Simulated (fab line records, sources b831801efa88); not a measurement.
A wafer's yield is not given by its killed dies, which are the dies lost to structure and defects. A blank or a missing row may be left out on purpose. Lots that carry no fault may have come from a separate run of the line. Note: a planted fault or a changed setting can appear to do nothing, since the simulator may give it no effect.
Which tool is to blame?    flow sky130    Sampling: 12 lots, 36 wafers, 5 of 708 route steps

== WHAT THE GAUGES READ, wafer by wafer ==
The record lacks any reading of a measuring or inspecting step that a usual standard deviation could be used to judge.

== EACH LOT AND THE TOOL THAT RAN IT (in order: tool; ch and the chambers of the sampled wafers; start) ==
lot   SKY_FIELD_ISO_CVD_24             SKY_VT_ADJUST_NCORE_STRIP_10          SKY_RES_PROTECT_STRIP_07              SKY_METAL2_SPUTTER_03         SKY_PAD_OPEN_PROBE_99
L526  hdpcvd-01 ch 0,1,2, day 2 06:33  plasma-asher-04 ch 0,1, day 8 09:53   plasma-asher-04 ch 0,1, day 14 20:32  pvd-sputter-03, day 33 23:42  -
L527  hdpcvd-01 ch 0,1,2, day 2 13:54  plasma-asher-02 ch 0,1, day 8 18:44   plasma-asher-03 ch 0,1, day 15 13:50  pvd-sputter-04, day 34 11:24  -
L528  hdpcvd-02 ch 0,1, day 2 16:48    plasma-asher-02 ch 0,1, day 9 01:05   plasma-asher-03 ch 0,1, day 15 19:49  pvd-sputter-03, day 34 19:28  -
L529  hdpcvd-02 ch 0,1, day 3 00:02    plasma-asher-03 ch 0,1, day 9 11:01   plasma-asher-01 ch 0,1, day 16 03:46  pvd-sputter-04, day 35 04:22  -
L530  hdpcvd-02 ch 0,1, day 3 04:28    plasma-asher-03 ch 0,1, day 9 15:08   plasma-asher-04 ch 0,1, day 16 09:04  pvd-sputter-03, day 35 12:17  -
L533  hdpcvd-01 ch 0,1,2, day 3 22:25  plasma-asher-03 ch 0,1, day 10 20:02  plasma-asher-01 ch 0,1, day 17 20:38  pvd-sputter-03, day 36 14:13  -
L535  hdpcvd-01 ch 1,2, day 4 06:52    plasma-asher-02 ch 0,1, day 11 05:02  plasma-asher-04 ch 0,1, day 18 06:34  pvd-sputter-03, day 36 22:46  -
L538  hdpcvd-02 ch 0,1,2, day 4 23:21  plasma-asher-04 ch 0,1, day 12 01:58  plasma-asher-01 ch 0,1, day 19 09:29  pvd-sputter-03, day 38 02:04  -
L539  hdpcvd-01 ch 0,1,2, day 5 04:19  plasma-asher-03 ch 0, day 12 10:50    plasma-asher-04 ch 0,1, day 19 22:49  pvd-sputter-03, day 38 06:46  prober-02, day 48 23:19
L546  hdpcvd-02 ch 0,1,2, day 6 15:41  plasma-asher-03 ch 0,1, day 14 10:13  plasma-asher-03 ch 0,1, day 22 05:23  pvd-sputter-03, day 40 08:40  -
L548  hdpcvd-02 ch 0,2, day 7 02:26    plasma-asher-03 ch 0,1, day 15 10:20  plasma-asher-01 ch 0,1, day 23 06:53  pvd-sputter-01, day 41 04:43  -
L549  hdpcvd-01 ch 1,2, day 7 09:35    plasma-asher-03 ch 0,1, day 15 18:59  plasma-asher-04 ch 0,1, day 23 15:53  pvd-sputter-03, day 41 08:32  -
- SKY_FIELD_ISO_CVD_24: deposits SiO2, target thk 595 nm, time 99.2 s.
- SKY_VT_ADJUST_NCORE_STRIP_10: strips in O2/N2.
- SKY_RES_PROTECT_STRIP_07: strips in O2/N2.
- SKY_METAL2_SPUTTER_03: material Ti, target thk 5 nm, time 3.3 s.
- SKY_PAD_OPEN_PROBE_99

== WHAT THE TOOLS THEMSELVES READ (means of the sampled wafers that have a number; where no wafer has one, the mark that the record gives instead) ==
SKY_FIELD_ISO_CVD_24.
lot   tool       pressure-mtorr (mTorr)  susceptor-temp-C (C)
L526  hdpcvd-01  6.003                   649.83
L527  hdpcvd-01  6.005                   649.74
L528  hdpcvd-02  6.002                   649.97
L529  hdpcvd-02  6.001                   649.90
L530  hdpcvd-02  5.999                   649.75
L533  hdpcvd-01  5.998                   649.91
L535  hdpcvd-01  5.200                   649.97
L538  hdpcvd-02  5.998                   649.95
L539  hdpcvd-01  5.607                   650.02
L546  hdpcvd-02  5.993                   649.72
L548  hdpcvd-02  5.991                   649.94
L549  hdpcvd-01  5.991                   649.98

SKY_VT_ADJUST_NCORE_STRIP_10.
lot   tool             drypump-motor-current-A (A)  oes-product-au (a.u.)  strip-time-to-endpoint-s (s)
L526  plasma-asher-04  5.8                          0.717                  14.18
L527  plasma-asher-02  4.9                          0.717                  14.19
L528  plasma-asher-02  5.0                          0.718                  14.16
L529  plasma-asher-03  6.6                          0.717                  14.15
L530  plasma-asher-03  6.6                          0.718                  14.19
L533  plasma-asher-03  6.6                          0.715                  14.11
L535  plasma-asher-02  5.0                          0.720                  14.17
L538  plasma-asher-04  5.2                          0.716                  14.20
L539  plasma-asher-03  6.5                          0.714                  14.14
L546  plasma-asher-03  6.6                          0.715                  14.13
L548  plasma-asher-03  6.6                          0.710                  14.19
L549  plasma-asher-03  6.6                          0.718                  14.18

SKY_RES_PROTECT_STRIP_07.
lot   tool             drypump-motor-current-A (A)  oes-product-au (a.u.)  strip-time-to-endpoint-s (s)
L526  plasma-asher-04  5.8                          0.517                  23.30
L527  plasma-asher-03  6.6                          0.517                  23.38
L528  plasma-asher-03  6.5                          0.517                  23.32
L529  plasma-asher-01  6.4                          0.519                  23.29
L530  plasma-asher-04  5.8                          0.518                  23.34
L533  plasma-asher-01  6.4                          0.517                  23.30
L535  plasma-asher-04  5.8                          0.517                  23.29
L538  plasma-asher-01  6.2                          0.518                  23.31
L539  plasma-asher-04  5.3                          0.516                  23.27
L546  plasma-asher-03  6.6                          0.518                  23.28
L548  plasma-asher-01  6.4                          0.521                  23.31
L549  plasma-asher-04  5.2                          0.515                  23.27

SKY_METAL2_SPUTTER_03.
lot   tool            throttle-valve-pct (%)
L526  pvd-sputter-03  31.4
L527  pvd-sputter-04  28.5
L528  pvd-sputter-03  30.0
L529  pvd-sputter-04  28.5
L530  pvd-sputter-03  29.6
L533  pvd-sputter-03  31.2
L535  pvd-sputter-03  30.2
L538  pvd-sputter-03  30.4
L539  pvd-sputter-03  29.7
L546  pvd-sputter-03  30.8
L548  pvd-sputter-01  29.3
L549  pvd-sputter-03  32.0

SKY_PAD_OPEN_PROBE_99.
lot   tool       killed_at_M0_to_M3  killed_at_M4_up  killed-at-contacts  killed-at-front-end  killed-at-other  killed-dies  killed-open  killed-short
L539  prober-02  47                  2.3              26                  13                   0.3              89           45           43

== THE ANSWER, worked out from the rows above alone ==
Rule: the lots themselves supply what counts as usual. The widest of any qualifying gaps counts: lots, ordered by their means at a reading, are off when they make up no more than a third of the lots, leave a main group of 4 or more, and stand apart from it by 3 or more times the standard deviation of that group's means. A main group is skipped when, at the precision printed for the reading in the tables above, its means are all equal. A lot without any number at a reading at which 4 lots or more have one is off too. All remaining lots with rows at the step are treated as sound. First the gauges in route order, then the tools' own readings, where a lot's mean is used as printed above. At the first step where some lot is off, the reading lying furthest off is the one used; lots without a number count as furthest.
Off, at SKY_FIELD_ISO_CVD_24 on pressure-mtorr: L535, L539. For the main group the mean is 5.998 mTorr and the standard deviation 0.0047.
A tool fits if, at that step or a process step before it, it ran every lot that is off, and no sound lot after the first of them. Of those tried, none fits.

== WHAT THE SIMULATOR HAD INSERTED ==
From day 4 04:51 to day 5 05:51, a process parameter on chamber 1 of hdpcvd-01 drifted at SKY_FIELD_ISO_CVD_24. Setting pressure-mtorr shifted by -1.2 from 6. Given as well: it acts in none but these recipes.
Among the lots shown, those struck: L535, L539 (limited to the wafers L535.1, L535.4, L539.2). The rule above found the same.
